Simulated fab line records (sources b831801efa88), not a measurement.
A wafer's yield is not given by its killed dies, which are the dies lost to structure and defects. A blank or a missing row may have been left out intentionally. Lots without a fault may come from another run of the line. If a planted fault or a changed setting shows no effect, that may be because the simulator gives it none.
Which tool was responsible? ; flow sky130 ; 7 lots with 21 wafers sampled at 3 steps, on a route of 708 steps

== WHAT THE GAUGES SHOWED, per wafer ==
SKY_CONTACT_CD_MEAS_14: target cd 170 nm.
lot;measured;on;cd-nm (nm)
L880;day 31 18:25;cd-sem-01;171.0 169.8 171.1
L885;day 33 06:49;cd-sem-01;169.2 171.0 170.8
L886;day 33 10:58;cd-sem-02;169.3 169.6 170.8
L889;day 34 20:07;cd-sem-01;- - -
L897;day 37 14:04;cd-sem-02;168.8 170.4 169.5
L901;day 38 04:32;cd-sem-02;169.4 169.5 168.4
L903;day 38 15:46;cd-sem-01;172.1 171.5 171.8

== TOOL THAT RAN EACH LOT (tool first, then ch and the chambers of the sampled wafers, then the start) ==
lot;SKY_SD_N_RTA_14;SKY_CONTACT_EXPOSE_11
L880;rtp-anneal-02 ch 0, day 28 03:32;krf-scanner-01 ch 0, day 31 04:59
L885;rtp-anneal-01 ch 0, day 29 17:49;krf-scanner-01 ch 0, day 32 17:25
L886;rtp-anneal-01 ch 0, day 29 20:34;krf-scanner-01 ch 0, day 32 21:50
L889;rtp-anneal-02 ch 0, day 31 06:58;krf-scanner-02, day 34 07:47
L897;rtp-anneal-01 ch 0, day 34 02:56;krf-scanner-01 ch 0, day 37 01:22
L901;rtp-anneal-02 ch 0, day 34 18:42;krf-scanner-01 ch 0, day 37 16:12
L903;rtp-anneal-02 ch 0, day 35 06:30;krf-scanner-01 ch 0, day 38 02:58
- SKY_SD_N_RTA_14: time 2 s.
- SKY_CONTACT_EXPOSE_11: exposes mask CTM1, target cd 170 nm.

== THE ANSWER, worked out from the rows above alone ==
Rule: usual is defined by the lots themselves. The widest of any qualifying gaps counts: lots, ordered by their means at a reading, are off when they make up no more than a third of the lots, leave a main group of 4 or more, and stand apart from it by 3 or more times the standard deviation of that group's means. A main group whose means are all the same, to the digits that the tables above print for the reading, isn't used. A lot without any number at a reading at which 4 lots or more have one is off too. All remaining lots with rows at the step are treated as sound.
Off at SKY_CONTACT_CD_MEAS_14 (cd-nm): L889. Without a number there: L889. The main group: mean 170.2 nm, standard deviation 0.86.
A tool fits if, at a process step before that reading, it ran every lot that is off, and no sound lot after the first of them. The gauges at SKY_CONTACT_CD_MEAS_14 are tried like those tools. One candidate fits, namely krf-scanner-02 at SKY_CONTACT_EXPOSE_11. It ran no sound lot before its first lot that is off in this sample, so the start can't be narrowed down.

== WHAT HAD BEEN PUT IN BY THE SIMULATOR ==
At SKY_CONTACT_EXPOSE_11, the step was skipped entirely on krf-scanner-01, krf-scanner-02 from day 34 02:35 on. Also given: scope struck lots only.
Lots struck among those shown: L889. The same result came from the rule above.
